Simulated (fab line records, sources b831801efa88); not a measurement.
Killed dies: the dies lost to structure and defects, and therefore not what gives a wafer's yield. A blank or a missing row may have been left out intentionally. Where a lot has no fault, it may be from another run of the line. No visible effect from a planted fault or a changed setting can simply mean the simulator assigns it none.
fab line records + flow gf180mcu + part 2 of 2: steps 27 to 38 of 38
record:
- lots: 5
- wafers: 15
- last-day: 34
route steps=602 shown CONTACT@306 M1@315 V1@335
lots with no fault: from the same line, run without faults
start-h: hours from the record's first day to the start of the lot's first wafer shown + wait-h: hours since the lot's step before + " repeats the value in the row above + L1.1+2: a single row standing in for several wafers + - no value, or no start was given + * or withheld: withheld + < > ~ a bound
route shown NAME@n: NAME is a module with steps in the file, n the number in the route of the first one + usual: mean/standard deviation taken from wafers without a fault + same: alike in all rows + chamber/n: place in a boat + sites: per-site readings + _std_site: how widely they spread, as a standard deviation + _edge_site: inner sites' mean taken away from outer sites' mean + radius-mm: how far each site lies from the wafer's centre + mask NAME#n: copy n + behind: the most recent tool/chamber to have shaped the wafer + hold: reason for holding the lot/hours on hold/outcome of the hold + device: which transistor (n, p or np) failed to switch + end of line: the same wafers' tests at the end of the route + a step given without rows: its recipe and nothing more + killed: not the wafer's yield, but the dies lost to structure and defects at the first sort + map: dies across one wafer; x = killed, . = not, _ = none there
set.NAME: the setting that was run; set.NAME@STEP: the one run at that earlier step + model.NAME: the simulator's own value behind a step, which no gauge read
a table for each step, a row for each wafer; lots at some steps of the route
services: when a tool's chamber went out of use (start-h, in hours from the record's first day, below 0 if earlier), for how many hours, and the reason
== steps ==
step: GF_M1_STRIP_17
recipe:
- chemistry: O2/N2
- power-w: 1400
- pressure-mtorr: 1500
- platen-temp-c: 250
- o2-flow-sccm: 3000
- n2-flow-sccm: 300
- overash-fraction: 0.5
usual:
- drypump-motor-current-A: 5.74/0.27
- heater-power-w: 309/38
- o2-flow-sccm: 3000/8.7
- oes-product-au: 0.537/0.0046
- strip-time-to-endpoint-s: 7.39/0.035
| lot.wafer | tool            | chamber | start-h | wait-h | drypump-motor-current-A | heater-power-w | o2-flow-sccm | oes-product-au | rf-hours-counter-h | strip-time-to-endpoint-s |
|-----------|-----------------|---------|---------|--------|-------------------------|----------------|--------------|----------------|--------------------|--------------------------|
| L075.1    | plasma-asher-03 | 0       | 393.54  | 0.1    | 5.42                    | 258            | 3007         | 0.532          | 65                 | 7.33                     |
| L075.2    | "               | 1       | "       | "      | 5.85                    | 330            | 2984         | 0.534          | 65                 | 7.33                     |
| L075.4    | "               | 0       | "       | "      | 5.40                    | 259            | 2996         | 0.532          | -                  | 7.32                     |
| L088.1    | plasma-asher-02 | 1       | 513.19  | 0.1    | 5.97                    | 269            | 3011         | 0.538          | 9                  | 7.40                     |
| L088.2    | "               | 0       | "       | "      | 5.83                    | 347            | 2996         | 0.534          | 9                  | 7.42                     |
| L088.5    | "               | 0       | "       | "      | 5.81                    | 346            | 3007         | 0.532          | -                  | 7.43                     |
| L094.2    | plasma-asher-03 | 0       | 555.87  | 0.1    | 5.41                    | 263            | 2993         | 0.535          | 83                 | 7.43                     |
| L094.4    | "               | 1       | "       | "      | 5.86                    | 333            | 2997         | 0.537          | -                  | 7.40                     |
| L094.5    | "               | 1       | "       | "      | 5.86                    | 326            | 2987         | 0.538          | -                  | 7.42                     |
| L095.1    | plasma-asher-03 | 1       | 564.52  | 0.1    | 5.87                    | 336            | 2999         | 0.537          | 84                 | 7.45                     |
| L095.2    | "               | 0       | "       | "      | 5.42                    | 261            | 2980         | 0.542          | 84                 | 7.40                     |
| L095.4    | "               | 1       | "       | "      | 5.86                    | 331            | 2994         | 0.545          | -                  | 7.38                     |
| L097.2    | plasma-asher-02 | 1       | 584.32  | 0.1    | 5.97                    | 287            | 3000         | 0.536          | 16                 | 7.42                     |
| L097.4    | "               | 0       | "       | "      | 5.81                    | 351            | 2993         | 0.545          | -                  | 7.42                     |
| L097.6    | "               | 1       | "       | "      | 5.96                    | 280            | 3005         | 0.538          | -                  | 7.39                     |
step: GF_M1_STRIP_18
recipe:
- chemistry: post-etch-residue-remover
- time-s: 1200
- temp-c: 72.5
| lot.wafer  | tool         | chamber | start-h | wait-h |
|------------|--------------|---------|---------|--------|
| L075.1+2+4 | wet-bench-03 | 3       | 393.64  | 0.1    |
| L088.1+2+5 | wet-bench-02 | 2       | 513.29  | 0.1    |
| L094.2+4+5 | wet-bench-03 | 0       | 555.97  | 0.1    |
| L095.1+2+4 | wet-bench-01 | 3       | 564.62  | 0.1    |
| L097.2+4+6 | wet-bench-02 | 3       | 584.42  | 0.1    |
step: GF_M1_CLEAN_19
recipe:
- chemistry: DIW
- dry: n2-spin
| lot.wafer  | tool         | chamber | start-h | wait-h |
|------------|--------------|---------|---------|--------|
| L075.1+2+4 | wet-bench-02 | 1       | 394.01  | 0.0    |
| L088.1+2+5 | wet-bench-03 | 0       | 513.63  | 0.0    |
| L094.2+4+5 | wet-bench-02 | 0       | 556.31  | 0.0    |
| L095.1+2+4 | wet-bench-02 | 0       | 564.99  | 0.0    |
| L097.2+4+6 | wet-bench-01 | 0       | 584.76  | 0.0    |
step: GF_V1_CVD_00
recipe:
- material: SiO2
- target-thk-nm: 600
- sigma-open-frac: 0.3
- temp-c: 400
- time-s: 100
- sih4-flow-sccm: 60
- pressure-mtorr: 6
usual:
- susceptor-temp-C: 400.04/0.2
| lot.wafer | tool      | chamber | start-h | wait-h | susceptor-temp-C |
|-----------|-----------|---------|---------|--------|------------------|
| L075.1    | hdpcvd-02 | 2       | 394.10  | 0.0    | 399.94           |
| L075.2    | "         | 1       | "       | "      | 399.68           |
| L075.4    | "         | 2       | "       | "      | 400.11           |
| L088.1    | hdpcvd-01 | 0       | 513.72  | 0.0    | 399.91           |
| L088.2    | "         | 1       | "       | "      | 400.19           |
| L088.5    | "         | 1       | "       | "      | 400.10           |
| L094.2    | hdpcvd-02 | 1       | 556.41  | 0.0    | 399.88           |
| L094.4    | "         | 1       | "       | "      | 399.92           |
| L094.5    | "         | 0       | "       | "      | 400.17           |
| L095.1    | hdpcvd-01 | 0       | 565.09  | 0.0    | 400.08           |
| L095.2    | "         | 1       | "       | "      | 400.00           |
| L095.4    | "         | 1       | "       | "      | 400.15           |
| L097.2    | hdpcvd-01 | 0       | 584.86  | 0.0    | 399.94           |
| L097.4    | "         | 0       | "       | "      | 400.09           |
| L097.6    | "         | 1       | "       | "      | 400.41           |
step: GF_V1_THK_MEAS_01
recipe:
- reads: SiO2_of_V1_CVD_00
usual:
- V1_CVD_00_THK: 601/5.7
| lot.wafer | tool          | chamber | start-h | wait-h | V1_CVD_00_THK[nm] |
|-----------|---------------|---------|---------|--------|-------------------|
| L075.1    | film-metro-01 | -       | 394.17  | 0.0    | 604               |
| L075.2    | "             | -       | "       | "      | 606               |
| L075.4    | "             | -       | "       | "      | 605               |
| L088.1    | film-metro-02 | -       | 513.79  | 0.0    | 597               |
| L088.2    | "             | -       | "       | "      | 597               |
| L088.5    | "             | -       | "       | "      | 602               |
| L094.2    | film-metro-02 | -       | 556.49  | 0.0    | 599               |
| L094.4    | "             | -       | "       | "      | 594               |
| L094.5    | "             | -       | "       | "      | 587               |
| L095.1    | film-metro-01 | -       | 565.16  | 0.0    | 599               |
| L095.2    | "             | -       | "       | "      | 600               |
| L095.4    | "             | -       | "       | "      | 593               |
| L097.2    | film-metro-02 | -       | 584.94  | 0.0    | 596               |
| L097.4    | "             | -       | "       | "      | 601               |
| L097.6    | "             | -       | "       | "      | 600               |
step: GF_V1_CVD_02
recipe:
- material: SiO2
- target-thk-nm: 850
- precursor: TEOS
- temp-c: 400
- time-s: 93.3
- rf-w: 600
usual:
- heater-power-w: 670/100
- susceptor-temp-C: 400.00/0.24
| lot.wafer | tool     | chamber | start-h | wait-h | heater-power-w | susceptor-temp-C |
|-----------|----------|---------|---------|--------|----------------|------------------|
| L075.1    | pecvd-01 | 1       | 394.23  | 0.1    | 801            | 399.89           |
| L075.2    | "        | 2       | "       | "      | 636            | 400.18           |
| L075.4    | "        | 2       | "       | "      | 686            | 399.95           |
| L088.1    | pecvd-01 | 1       | 513.85  | 0.1    | 817            | 399.91           |
| L088.2    | "        | 0       | "       | "      | 487            | 400.35           |
| L088.5    | "        | 0       | "       | "      | 538            | 400.10           |
| L094.2    | pecvd-01 | 1       | 556.54  | 0.0    | 726            | 400.20           |
| L094.4    | "        | 2       | "       | "      | 706            | 400.01           |
| L094.5    | "        | 0       | "       | "      | 597            | 400.22           |
| L095.1    | pecvd-03 | 1       | 565.22  | 0.1    | 770            | 399.60           |
| L095.2    | "        | 0       | "       | "      | 833            | 399.69           |
| L095.4    | "        | 0       | "       | "      | 853            | 399.80           |
| L097.2    | pecvd-03 | 1       | 584.99  | 0.0    | 754            | 399.97           |
| L097.4    | "        | 1       | "       | "      | 623            | 400.08           |
| L097.6    | "        | 2       | "       | "      | 601            | 400.02           |
step: GF_V1_THK_MEAS_03
recipe:
- reads: SiO2_of_V1_CVD_02
usual:
- V1_CVD_02_THK: 836/11
| lot.wafer | tool          | chamber | start-h | wait-h | V1_CVD_02_THK[nm] |
|-----------|---------------|---------|---------|--------|-------------------|
| L075.1    | film-metro-02 | -       | 394.34  | 0.1    | 832               |
| L075.2    | "             | -       | "       | "      | 824               |
| L075.4    | "             | -       | "       | "      | 829               |
| L088.1    | film-metro-02 | -       | 513.92  | 0.0    | 844               |
| L088.2    | "             | -       | "       | "      | 836               |
| L088.5    | "             | -       | "       | "      | 839               |
| L094.2    | film-metro-03 | -       | 556.62  | 0.0    | 827               |
| L094.4    | "             | -       | "       | "      | 835               |
| L094.5    | "             | -       | "       | "      | 842               |
| L095.1    | film-metro-02 | -       | 565.29  | 0.0    | 818               |
| L095.2    | "             | -       | "       | "      | 827               |
| L095.4    | "             | -       | "       | "      | 837               |
| L097.2    | film-metro-03 | -       | 585.07  | 0.0    | 830               |
| L097.4    | "             | -       | "       | "      | 859               |
| L097.6    | "             | -       | "       | "      | 839               |
step: GF_V1_CMP_04
recipe:
- material: SiO2
- down-force-psi: 4
- platen-rpm: 60
- pad-velocity-m-s: 0.94248
usual:
- head-pressure-psi: 3.998/0.0086
- motor-current-A: 12.5/1
- time-to-endpoint-s: 76/4.5
| lot.wafer | tool   | chamber | start-h | wait-h | head-pressure-psi | motor-current-A | time-to-endpoint-s |
|-----------|--------|---------|---------|--------|-------------------|-----------------|--------------------|
| L075.4    | cmp-02 | 1       | 394.40  | 0.0    | 3.994             | 12.1            | 73                 |
| L075.1    | "      | 2       | "       | "      | 3.994             | 14.3            | 75                 |
| L075.2    | "      | 0       | "       | "      | 4.002             | 12.0            | 70                 |
| L088.1    | cmp-02 | 3       | 513.98  | 0.1    | 3.974             | 13.0            | 79                 |
| L088.2    | "      | 1       | "       | "      | 3.995             | 11.5            | 73                 |
| L088.5    | "      | 0       | "       | "      | 4.018             | 11.6            | 74                 |
| L094.4    | cmp-01 | 1       | 556.77  | 0.1    | 3.993             | 11.4            | 76                 |
| L094.2    | "      | 2       | "       | "      | 3.991             | 14.5            | 73                 |
| L094.5    | "      | 0       | "       | "      | 3.992             | 12.7            | 80                 |
| L095.2    | cmp-02 | 1       | 565.40  | 0.1    | 3.991             | 11.5            | 73                 |
| L095.1    | "      | 2       | "       | "      | 4.004             | 13.0            | 70                 |
| L095.4    | "      | 3       | "       | "      | 3.999             | 12.6            | 80                 |
| L097.2    | cmp-01 | 2       | 585.12  | 0.0    | 3.995             | 13.7            | 76                 |
| L097.4    | "      | 0       | "       | "      | 3.999             | 11.9            | 83                 |
| L097.6    | "      | 3       | "       | "      | 4.000             | 11.9            | 75                 |
step: GF_V1_BOW_MEAS_05
recipe:
- mode: bow
usual:
- V1_BOW: 84/8.3
| lot.wafer | tool          | chamber | start-h | wait-h | V1_BOW[um] |
|-----------|---------------|---------|---------|--------|------------|
| L075.1    | film-metro-02 | -       | 394.70  | 0.2    | 81         |
| L075.2    | "             | -       | "       | "      | 68         |
| L075.4    | "             | -       | "       | "      | 91         |
| L088.1    | film-metro-02 | -       | 514.28  | 0.2    | 79         |
| L088.2    | "             | -       | "       | "      | 84         |
| L088.5    | "             | -       | "       | "      | 98         |
| L094.2    | film-metro-01 | -       | 556.99  | 0.1    | 77         |
| L094.4    | "             | -       | "       | "      | 85         |
| L094.5    | "             | -       | "       | "      | 102        |
| L095.1    | film-metro-01 | -       | 565.65  | 0.1    | 75         |
| L095.2    | "             | -       | "       | "      | 91         |
| L095.4    | "             | -       | "       | "      | 72         |
| L097.2    | film-metro-01 | -       | 585.44  | 0.3    | 96         |
| L097.4    | "             | -       | "       | "      | 87         |
| L097.6    | "             | -       | "       | "      | 94         |
step: GF_V1_DEHYDRATE_06
recipe:
- temp-c: 200
- time-s: 60
usual:
- plate-temp-C: 200.01/0.15
| lot.wafer | tool           | chamber | start-h | wait-h | plate-temp-C |
|-----------|----------------|---------|---------|--------|--------------|
| L075.1    | litho-track-03 | 0       | 405.48  | 10.8   | 200.14       |
| L075.2    | "              | 0       | "       | "      | 199.81       |
| L075.4    | "              | 0       | "       | "      | 200.11       |
| L088.1    | litho-track-03 | 0       | 525.48  | 11.2   | 199.88       |
| L088.2    | "              | 0       | "       | "      | 200.12       |
| L088.5    | "              | 0       | "       | "      | 200.06       |
| L094.2    | litho-track-04 | 0       | 567.70  | 10.7   | 200.08       |
| L094.4    | "              | 0       | "       | "      | 200.06       |
| L094.5    | "              | 0       | "       | "      | 199.98       |
| L095.1    | litho-track-03 | 0       | 576.18  | 10.5   | 200.09       |
| L095.2    | "              | 0       | "       | "      | 200.28       |
| L095.4    | "              | 0       | "       | "      | 200.17       |
| L097.2    | litho-track-04 | 0       | 595.45  | 10.0   | 199.89       |
| L097.4    | "              | 0       | "       | "      | 200.20       |
| L097.6    | "              | 0       | "       | "      | 200.02       |
step: GF_V1_HMDS_07
recipe:
- prime-time-s: 60
- prime-temp-c: 120
| lot.wafer  | tool           | chamber | start-h | wait-h |
|------------|----------------|---------|---------|--------|
| L075.1+2+4 | litho-track-03 | 0       | 405.63  | 0.1    |
| L088.1+2+5 | litho-track-03 | 0       | 525.63  | 0.1    |
| L094.2+4+5 | litho-track-04 | 0       | 567.85  | 0.1    |
| L095.1+2+4 | litho-track-03 | 0       | 576.33  | 0.1    |
| L097.2+4+6 | litho-track-04 | 0       | 595.60  | 0.1    |
step: GF_V1_COAT_08
recipe:
- resist: BARC
- temp-c: withheld
- time-s: withheld
- spin-rpm: withheld
- resist-thk-nm: withheld
| lot.wafer  | tool           | chamber | start-h | wait-h |
|------------|----------------|---------|---------|--------|
| L075.1+2+4 | litho-track-03 | 0       | 405.78  | 0.1    |
| L088.1+2+5 | litho-track-03 | 0       | 525.78  | 0.1    |
| L094.2+4+5 | litho-track-04 | 0       | 568.00  | 0.1    |
| L095.1+2+4 | litho-track-03 | 0       | 576.48  | 0.1    |
| L097.2+4+6 | litho-track-04 | 0       | 595.75  | 0.1    |
== services ==
| tool           | chamber | start-h | hours | kind   |
|----------------|---------|---------|-------|--------|
| cmp-02         | -       | 354.90  | 2.6   | repair |
| cmp-01         | -       | 376.59  | 0.2   | repair |
| cvd-w-01       | -       | 390.00  | 14.0  | pm     |
| cmp-02         | -       | 405.97  | 4.0   | pm     |
| cmp-01         | -       | 408.19  | 0.8   | repair |
| cmp-02         | -       | 410.01  | 6.1   | repair |
| krf-scanner-02 | -       | 415.76  | 4.4   | pm     |
| cmp-01         | -       | 422.09  | 2.4   | repair |
| wet-bench-02   | -       | 431.15  | 2.1   | repair |
| krf-scanner-02 | -       | 442.63  | 0.6   | repair |
| cvd-w-01       | 0       | 455.72  | 6.7   | repair |
| wet-bench-03   | -       | 460.49  | 3.8   | repair |
| krf-scanner-02 | -       | 463.40  | 1.3   | pm     |
| cmp-02         | -       | 475.94  | 5.1   | pm     |
| pvd-sputter-03 | -       | 477.96  | 8.6   | repair |
| krf-scanner-02 | -       | 481.33  | 0.8   | pm     |
| pvd-sputter-04 | -       | 483.58  | 2.1   | repair |
| pvd-sputter-03 | -       | 489.53  | 4.8   | repair |
| krf-scanner-02 | -       | 499.41  | 1.0   | pm     |
| wet-bench-03   | -       | 502.91  | 1.9   | repair |
| cvd-w-01       | -       | 520.32  | 0.4   | repair |
| cmp-01         | -       | 572.00  | 4.0   | pm     |
| krf-scanner-02 | -       | 572.38  | 1.0   | repair |
| pvd-sputter-04 | -       | 588.74  | 8.7   | repair |
